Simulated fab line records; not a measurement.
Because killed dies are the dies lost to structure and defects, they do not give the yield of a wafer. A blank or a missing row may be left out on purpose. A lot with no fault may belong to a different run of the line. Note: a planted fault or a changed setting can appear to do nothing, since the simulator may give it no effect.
fab line records ; flow sky130
record: lots: 6; wafers: 18; last_day: 50
route steps=708 shown GATE_OXIDE@188 PAD_OPEN@708
lots with no fault: from the same line, run without faults
start_h: the number of hours between the record's first day and the start of the first shown wafer of the lot ; wait_h: hours elapsed since this lot's preceding step ; " unchanged from the row above ; L1.1+2: one row covering several wafers at once ; - no value present, or no start provided ; * or withheld: withheld ; < > ~ a bound
route shown NAME@n: a module of which the file shows steps, and the number in the route of the first ; usual: mean and standard deviation over wafers with no fault ; same: alike in all rows ; chamber/n: place in a boat ; sites: each site's reading ; _std_site: their standard deviation ; _edge_site: outer sites' mean less inner sites' ; radius_mm: how far each site lies from the wafer's centre ; mask NAME#n: copy n ; behind: the last tool/chamber to shape the wafer ; hold: why the lot was held/for how many hours/how that ended ; device: the n, p or np transistor that did not switch ; end of line: the route-end tests of the same wafers ; where a step has no rows: the recipe by itself ; killed: dies lost to structure and defects at the first sort, not the wafer's yield ; map: per-die view of a wafer (x killed, . not killed, _ where there is no die)
set.NAME: setting as actually run; set.NAME@STEP: the setting as run at that earlier step ; model.NAME: the simulator's own value behind a step, which no gauge read
a table for each step, a row for each wafer; lots at some steps of the route
services: from which hour (start_h, from the record's first day; less than 0 if before it) a tool's chamber was out of use, for how many hours, and why
== steps ==
step: SKY_GATE_OXIDE_OXIDATION_01
recipe: temp_c: 900; ambient: O2; stabilise_s: 600; purge_s: 300; target_thk_a: 102.68; ox_time_s: 1473
step: SKY_GATE_OXIDE_THK_MEAS_02
recipe: reads: SiO2_of_GATE_OXIDE_OXIDATION_01
usual: GATE_OXIDE_OXIDATION_00_THK: 10.29/0.21
lot.wafer;tool;chamber;start_h;wait_h;GATE_OXIDE_OXIDATION_00_THK[nm]
L281.2;film_metro-04;-;282.75;0.0;10.07
L281.5;film_metro-04;-;282.75;0.0;10.21
L281.6;film_metro-04;-;282.75;0.0;9.91
L292.2;film_metro-02;-;373.14;0.0;10.61
L292.3;film_metro-02;-;373.14;0.0;10.56
L292.5;film_metro-02;-;373.14;0.0;10.47
L293.2;film_metro-04;-;383.36;0.0;10.59
L293.3;film_metro-04;-;383.36;0.0;10.72
L293.6;film_metro-04;-;383.36;0.0;10.58
L294.1;film_metro-02;-;392.91;0.0;10.44
L294.3;film_metro-02;-;392.91;0.0;10.40
L294.5;film_metro-02;-;392.91;0.0;10.43
L300.2;film_metro-04;-;446.90;0.0;10.61
L300.3;film_metro-04;-;446.90;0.0;10.63
L300.6;film_metro-04;-;446.90;0.0;10.69
L304.4;film_metro-02;-;488.08;0.0;10.34
L304.5;film_metro-02;-;488.08;0.0;10.08
L304.6;film_metro-02;-;488.08;0.0;9.95
step: SKY_GATE_OXIDE_DEHYDRATE_03
recipe: temp_c: 200; time_s: 60
step: SKY_GATE_OXIDE_HMDS_04
recipe: prime_time_s: 60; prime_temp_c: 120
step: SKY_GATE_OXIDE_COAT_05
recipe: resist: NOVOLAK; spin_rpm: 3000; resist_thk_nm: 1140
step: SKY_GATE_OXIDE_SOFTBAKE_06
recipe: temp_c: 90; time_s: 60; resist: NOVOLAK
step: SKY_GATE_OXIDE_EXPOSE_07
recipe: mask_id: LVOM; na: 0.6; source_shape: conventional; sigma_outer: 0.6; polarization: unpolarized; target_cd_nm: 600; dose_mj: 170
step: SKY_GATE_OXIDE_PEB_08
recipe: temp_c: withheld; time_s: *; resist: NOVOLAK
step: SKY_GATE_OXIDE_DEVELOP_09
recipe: resist: NOVOLAK; developer: TMAH; develop_time_s: 60; dev_temp_c: 23
step: SKY_GATE_OXIDE_OVL_MEAS_10
usual: GATE_OXIDE_OVL: 0.8/1.4
lot.wafer;tool;chamber;start_h;wait_h;GATE_OXIDE_OVL[nm]
L281.2;overlay-02;-;307.95;0.1;1.8
L281.5;overlay-02;-;307.95;0.1;-0.2
L281.6;overlay-02;-;307.95;0.1;1.8
L292.2;overlay-01;-;400.92;0.1;0.5
L292.3;overlay-01;-;400.92;0.1;-0.2
L292.5;overlay-01;-;400.92;0.1;-1.0
L293.2;overlay-02;-;411.22;0.1;1.1
L293.3;overlay-02;-;411.22;0.1;0.9
L293.6;overlay-02;-;411.22;0.1;0.3
L294.1;overlay-02;-;422.15;0.1;1.9
L294.3;overlay-02;-;422.15;0.1;3.2
L294.5;overlay-02;-;422.15;0.1;1.3
L300.2;overlay-01;-;476.92;0.1;0.4
L300.3;overlay-01;-;476.92;0.1;0.0
L300.6;overlay-01;-;476.92;0.1;-1.1
L304.4;overlay-02;-;518.63;0.1;-0.4
L304.5;overlay-02;-;518.63;0.1;1.1
L304.6;overlay-02;-;518.63;0.1;0.7
step: SKY_GATE_OXIDE_IMPLANT_11
recipe: species: B; energy_kev: 10; dose_cm2: 2.6e+12; tilt_deg: withheld
step: SKY_GATE_OXIDE_WET_ETCH_12
recipe: chemistry: dHF; target_depth_nm: 16.8; dry: n2_spin; target: SiO2; dilution: 100:1; temp_c: 25; time_s: 329.8
step: SKY_GATE_OXIDE_STRIP_13
recipe: chemistry: O2/N2; power_w: 1400; pressure_mtorr: 1500; platen_temp_c: withheld; o2_flow_sccm: 3000; n2_flow_sccm: 300; overash_fraction: 0.5
usual: chamber_pressure_mTorr: 1499.8/1.3; drypump_motor_current_A: 5.9/0.34; oes_product_au: 0.715/0.0044; strip_time_to_endpoint_s: 14.18/0.041
lot.wafer;tool;chamber;start_h;wait_h;chamber_pressure_mTorr;drypump_motor_current_A;oes_product_au;rf_hours_counter_h;strip_time_to_endpoint_s;model.NOVOLAK_of_GATE_OXIDE_COAT_05.thk_nm
L281.2;plasma_asher-02;1;308.24;0.0;1499.7;5.6;0.708;65;14.22;0
L281.5;plasma_asher-02;0;308.24;0.0;1500.1;6.1;0.712;-;14.26;0
L281.6;plasma_asher-02;1;308.24;0.0;1499.9;5.6;0.715;-;14.20;0
L292.2;plasma_asher-03;1;401.21;0.0;-;-;-;-;-;1138
L292.3;plasma_asher-03;0;401.21;0.0;-;-;-;-;-;1136
L292.5;plasma_asher-03;1;401.21;0.0;-;-;-;-;-;1134
L293.2;plasma_asher-03;0;411.51;0.0;-;-;-;-;-;1138
L293.3;plasma_asher-03;1;411.51;0.0;-;-;-;-;-;1137
L293.6;plasma_asher-03;0;411.51;0.0;-;-;-;-;-;1139
L294.1;plasma_asher-04;1;422.44;0.0;1500.6;6.4;0.715;57;14.24;0
L294.3;plasma_asher-04;1;422.44;0.0;1500.2;6.3;0.710;-;14.20;0
L294.5;plasma_asher-04;0;422.44;0.0;1499.5;5.4;0.719;-;14.24;0
L300.2;plasma_asher-04;1;477.21;0.0;1500.4;6.3;0.704;63;14.21;0
L300.3;plasma_asher-04;0;477.21;0.0;1498.0;5.4;0.713;-;14.23;0
L300.6;plasma_asher-04;1;477.21;0.0;1497.2;6.4;0.720;-;14.19;0
L304.4;plasma_asher-03;1;518.93;0.0;1500.8;6.1;0.712;-;14.23;0
L304.5;plasma_asher-03;0;518.93;0.0;1500.9;5.5;0.714;-;14.21;0
L304.6;plasma_asher-03;1;518.93;0.0;1500.7;6.1;0.713;-;14.21;0
step: SKY_GATE_OXIDE_TW_MEAS_14
usual: GATE_OXIDE_TW: 226.1/1.3
lot.wafer;tool;chamber;start_h;wait_h;GATE_OXIDE_TW
L281.2;film_metro-03;-;308.35;0.1;227.3
L281.5;film_metro-03;-;308.35;0.1;227.9
L281.6;film_metro-03;-;308.35;0.1;227.3
L292.2;film_metro-04;-;401.32;0.1;225.3
L292.3;film_metro-04;-;401.32;0.1;224.8
L292.5;film_metro-04;-;401.32;0.1;223.2
L293.2;film_metro-03;-;411.62;0.1;227.0
L293.3;film_metro-03;-;411.62;0.1;227.2
L293.6;film_metro-03;-;411.62;0.1;226.9
L294.1;film_metro-02;-;422.54;0.1;224.8
L294.3;film_metro-02;-;422.54;0.1;226.7
L294.5;film_metro-02;-;422.54;0.1;225.8
L300.2;film_metro-04;-;477.32;0.1;224.9
L300.3;film_metro-04;-;477.32;0.1;223.9
L300.6;film_metro-04;-;477.32;0.1;224.8
L304.4;film_metro-02;-;519.03;0.1;227.0
L304.5;film_metro-02;-;519.03;0.1;227.1
L304.6;film_metro-02;-;519.03;0.1;227.3
step: SKY_PAD_OPEN_PROBE_99
usual: killed_at_M0_to_M3: 44/7.2; killed_at_M4_up: 3.1/1.8; killed_at_contacts: 25/5.2; killed_at_front_end: 15/3.9; killed_at_other: 0.2/0.5; killed_dies: 86/9.5; killed_on_rim: 17/3.5; killed_open: 47/7.3; killed_short: 40/6
same: gross_dies: 492; killed_at_back_side: 0
lot.wafer;tool;chamber;start_h;wait_h;killed_at_M0_to_M3;killed_at_M4_up;killed_at_contacts;killed_at_front_end;killed_at_other;killed_dies;killed_on_rim;killed_open;killed_short
L292.2;prober-02;-;1142.57;0.1;62;3;24;403;0;492;96;52;51
L292.3;prober-02;-;1142.62;0.2;41;1;25;425;0;492;96;42;35
L292.5;prober-02;-;1142.72;0.2;44;5;22;421;0;492;96;47;40
L293.2;prober-01;-;1143.52;0.1;41;1;31;418;1;492;96;59;35
L293.3;prober-01;-;1143.57;0.2;49;3;17;423;0;492;96;42;38
L293.6;prober-01;-;1143.72;0.2;48;3;13;428;0;492;96;34;39
L294.1;prober-02;-;1157.47;0.1;39;4;18;12;0;73;11;42;31
L294.3;prober-02;-;1157.57;0.2;51;5;30;16;0;102;14;64;38
L294.5;prober-02;-;1157.67;0.2;38;2;20;14;0;74;13;42;32
L300.2;prober-02;-;1182.46;0.1;33;3;32;9;0;77;15;34;43
L300.3;prober-02;-;1182.51;0.2;35;5;25;10;0;75;18;41;34
L300.6;prober-02;-;1182.66;0.2;45;2;23;11;0;81;15;52;29
L304.4;prober-01;-;1203.44;0.2;52;3;22;15;1;93;18;46;47
L304.5;prober-01;-;1203.49;0.2;48;2;21;14;0;85;19;37;48
L304.6;prober-01;-;1203.54;0.2;50;1;25;14;0;90;19;44;46
killed by level:class
L292.2 GATE_OXIDE:area_oxidation=389 VIA1:geometric_particle:open=11 VIA2:geometric_particle:open=10 LI_CONTACT:geometric_particle:open=9 VIA1:geometric_particle:short=9 METAL1:geometric_particle:short=8 FIELD_ISO:geometric_particle:open=6 VIA3:geometric_particle:open=6
L292.3 GATE_OXIDE:area_oxidation=415 VIA1:geometric_particle:open=11 LI_CONTACT:geometric_particle:open=9 CONTACT:geometric_particle:open=7 METAL2:geometric_particle:short=6 LI_CONTACT:geometric_particle:short=5 METAL1:geometric_particle:short=5 VIA2:geometric_particle:open=5
L292.5 GATE_OXIDE:area_oxidation=405 VIA1:geometric_particle:open=15 LI_CONTACT:geometric_particle:open=10 VIA1:geometric_particle:short=8 FIELD_ISO:geometric_particle:open=5 LOCAL_INTERCONNECT:geometric_particle:short=5 METAL2:geometric_particle:short=4 POLY_GATE:geometric_particle:short=4
L293.2 GATE_OXIDE:area_oxidation=398 CONTACT:geometric_particle:open=14 VIA1:geometric_particle:open=13 LI_CONTACT:geometric_particle:open=8 FIELD_ISO:geometric_particle:short=7 VIA2:geometric_particle:open=7 POLY_GATE:geometric_particle:open=5 FIELD_ISO:geometric_particle:open=4
L293.3 GATE_OXIDE:area_oxidation=412 VIA2:geometric_particle:open=12 METAL2:geometric_particle:short=9 LI_CONTACT:geometric_particle:open=8 VIA3:geometric_particle:open=6 VIA1:geometric_particle:short=5 VIA1:geometric_particle:open=5 FIELD_ISO:geometric_particle:short=4
L293.6 GATE_OXIDE:area_oxidation=419 VIA1:geometric_particle:open=13 VIA1:geometric_particle:short=8 VIA3:geometric_particle:open=7 CONTACT:geometric_particle:open=5 METAL2:geometric_particle:short=5 VIA2:geometric_particle:short=5 CONTACT:geometric_particle:short=4
L294.1 VIA1:geometric_particle:open=11 CONTACT:geometric_particle:open=7 METAL2:geometric_particle:short=7 VIA3:geometric_particle:open=6 LI_CONTACT:geometric_particle:open=5 VIA1:geometric_particle:short=5 LOCAL_INTERCONNECT:geometric_particle:short=4 METAL4:geometric_particle:short=4
L294.3 VIA3:geometric_particle:open=12 CONTACT:geometric_particle:open=11 VIA1:geometric_particle:open=9 CONTACT:geometric_particle:short=7 VIA2:geometric_particle:open=7 LI_CONTACT:geometric_particle:open=6 METAL2:geometric_particle:short=6 POLY_GATE:geometric_particle:open=5
L294.5 LI_CONTACT:geometric_particle:open=8 VIA2:geometric_particle:open=8 VIA1:geometric_particle:open=7 VIA3:geometric_particle:open=7 METAL2:geometric_particle:short=5 LOCAL_INTERCONNECT:geometric_particle:short=4 CONTACT:geometric_particle:short=4 CONTACT:geometric_particle:open=4
L300.2 CONTACT:geometric_particle:short=9 VIA1:geometric_particle:open=9 CONTACT:geometric_particle:open=8 LOCAL_INTERCONNECT:geometric_particle:short=6 VIA2:geometric_particle:open=5 METAL1:geometric_particle:short=5 FIELD_ISO:geometric_particle:short=4 LI_CONTACT:geometric_particle:short=4
L300.3 CONTACT:geometric_particle:open=9 VIA1:geometric_particle:open=8 VIA2:geometric_particle:open=7 LOCAL_INTERCONNECT:geometric_particle:short=5 METAL4:geometric_particle:short=5 LI_CONTACT:geometric_particle:short=4 VIA1:geometric_particle:short=4 VIA2:geometric_particle:short=4
L300.6 VIA3:geometric_particle:open=10 CONTACT:geometric_particle:open=9 VIA1:geometric_particle:open=9 VIA2:geometric_particle:open=7 FIELD_ISO:geometric_particle:open=6 LI_CONTACT:geometric_particle:open=5 VIA2:geometric_particle:short=5 METAL2:geometric_particle:short=5
L304.4 VIA1:geometric_particle:open=12 CONTACT:geometric_particle:open=8 METAL2:geometric_particle:short=8 VIA2:geometric_particle:open=8 VIA1:geometric_particle:short=7 LI_CONTACT:geometric_particle:open=7 FIELD_ISO:geometric_particle:short=6 VIA3:geometric_particle:short=6
L304.5 VIA1:geometric_particle:open=12 VIA3:geometric_particle:short=10 METAL2:geometric_particle:short=7 POLY_GATE:geometric_particle:short=5 LI_CONTACT:geometric_particle:open=5 FIELD_ISO:geometric_particle:open=4 CONTACT:geometric_particle:short=4 LOCAL_INTERCONNECT:geometric_particle:short=4
L304.6 CONTACT:geometric_particle:open=12 VIA1:geometric_particle:open=8 VIA3:geometric_particle:open=8 METAL1:geometric_particle:short=7 VIA1:geometric_particle:short=7 FIELD_ISO:geometric_particle:short=6 LI_CONTACT:geometric_particle:open=5 METAL2:geometric_particle:short=5
map L292.2 (x killed, . not)
__________xxxxxxxxxx_________
________xxxxxxxxxxxxxx_______
______xxxxxxxxxxxxxxxxxx_____
_____xxxxxxxxxxxxxxxxxxxx____
____xxxxxxxxxxxxxxxxxxxxxx___
___xxxxxxxxxxxxxxxxxxxxxxxx__
__xxxxxxxxxxxxxxxxxxxxxxxxxx_
_xxxxxxxxxxxxxxxxxxxxxxxxxxxx
_xxxxxxxxxxxxxxxxxxxxxxxxxxxx
_xxxxxxxxxxxxxxxxxxxxxxxxxxxx
_xxxxxxxxxxxxxxxxxxxxxxxxxxxx
_xxxxxxxxxxxxxxxxxxxxxxxxxxxx
_xxxxxxxxxxxxxxxxxxxxxxxxxxxx
_xxxxxxxxxxxxxxxxxxxxxxxxxxxx
_xxxxxxxxxxxxxxxxxxxxxxxxxxxx
__xxxxxxxxxxxxxxxxxxxxxxxxxx_
___xxxxxxxxxxxxxxxxxxxxxxxx__
____xxxxxxxxxxxxxxxxxxxxxx___
_____xxxxxxxxxxxxxxxxxxxx____
______xxxxxxxxxxxxxxxxxx_____
________xxxxxxxxxxxxxx_______
__________xxxxxxxxxx_________
map L293.2 (x killed, . not)
__________xxxxxxxxxx_________
________xxxxxxxxxxxxxx_______
______xxxxxxxxxxxxxxxxxx_____
_____xxxxxxxxxxxxxxxxxxxx____
____xxxxxxxxxxxxxxxxxxxxxx___
___xxxxxxxxxxxxxxxxxxxxxxxx__
__xxxxxxxxxxxxxxxxxxxxxxxxxx_
_xxxxxxxxxxxxxxxxxxxxxxxxxxxx
_xxxxxxxxxxxxxxxxxxxxxxxxxxxx
_xxxxxxxxxxxxxxxxxxxxxxxxxxxx
_xxxxxxxxxxxxxxxxxxxxxxxxxxxx
_xxxxxxxxxxxxxxxxxxxxxxxxxxxx
_xxxxxxxxxxxxxxxxxxxxxxxxxxxx
_xxxxxxxxxxxxxxxxxxxxxxxxxxxx
_xxxxxxxxxxxxxxxxxxxxxxxxxxxx
__xxxxxxxxxxxxxxxxxxxxxxxxxx_
___xxxxxxxxxxxxxxxxxxxxxxxx__
____xxxxxxxxxxxxxxxxxxxxxx___
_____xxxxxxxxxxxxxxxxxxxx____
______xxxxxxxxxxxxxxxxxx_____
________xxxxxxxxxxxxxx_______
__________xxxxxxxxxx_________
== services ==
tool;chamber;start_h;hours;kind
plasma_asher-03;-;305.50;14.6;pm
plasma_asher-04;-;317.96;2.8;pm
plasma_asher-03;-;334.40;0.4;repair
plasma_asher-04;-;365.03;6.2;repair
plasma_asher-03;-;374.07;1.3;repair
plasma_asher-04;-;393.98;7.9;repair
plasma_asher-02;-;421.25;9.0;pm
plasma_asher-02;0;421.25;9.0;vent_cycle
plasma_asher-02;1;421.25;9.0;vent_cycle
plasma_asher-02;0;430.25;-;clean
plasma_asher-02;1;430.25;-;clean
plasma_asher-04;-;462.74;1.0;repair
plasma_asher-02;-;477.81;4.1;repair
== key ==
first_sign: step: SKY_GATE_OXIDE_STRIP_13; reading: tool_record; direction: missing
effect: step: SKY_PAD_OPEN_PROBE_99; reading: killed_at_front_end; direction: up; sigmas: 99+; usual: 15; struck: 420
model_effect: step: SKY_GATE_OXIDE_STRIP_13; value: NOVOLAK_of_GATE_OXIDE_COAT_05.thk_nm; without: 0; struck: 1137
more_kills_born_at: SKY_GATE_OXIDE_OXIDATION_16@furnace-02: 2438
met_at SKY_GATE_OXIDE_STRIP_13
struck_wafers L292.2,L292.3,L292.5,L293.2,L293.3,L293.6
later_rows_left_out L292.2,L292.3,L292.5,L293.2,L293.3,L293.6
tester_left_out L292,L293
fault: kind: skipped_step_whole; tool: plasma_asher-03; chamber: -; onset_h: 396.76; steps: SKY_GATE_OXIDE_STRIP_13; scope: struck_lots_only
tester_left_out: of these lots the tester's yield and bins aren't shown, on N5 and GAA mostly nor the transistor test; their killed dies are dies lost to structure and defects alone, not to doping, threshold or leakage, so they don't give the yield
later_rows_left_out: the simulator's readings of these wafers behind a module that went badly wrong aren't trusted and aren't shown, but for the sort
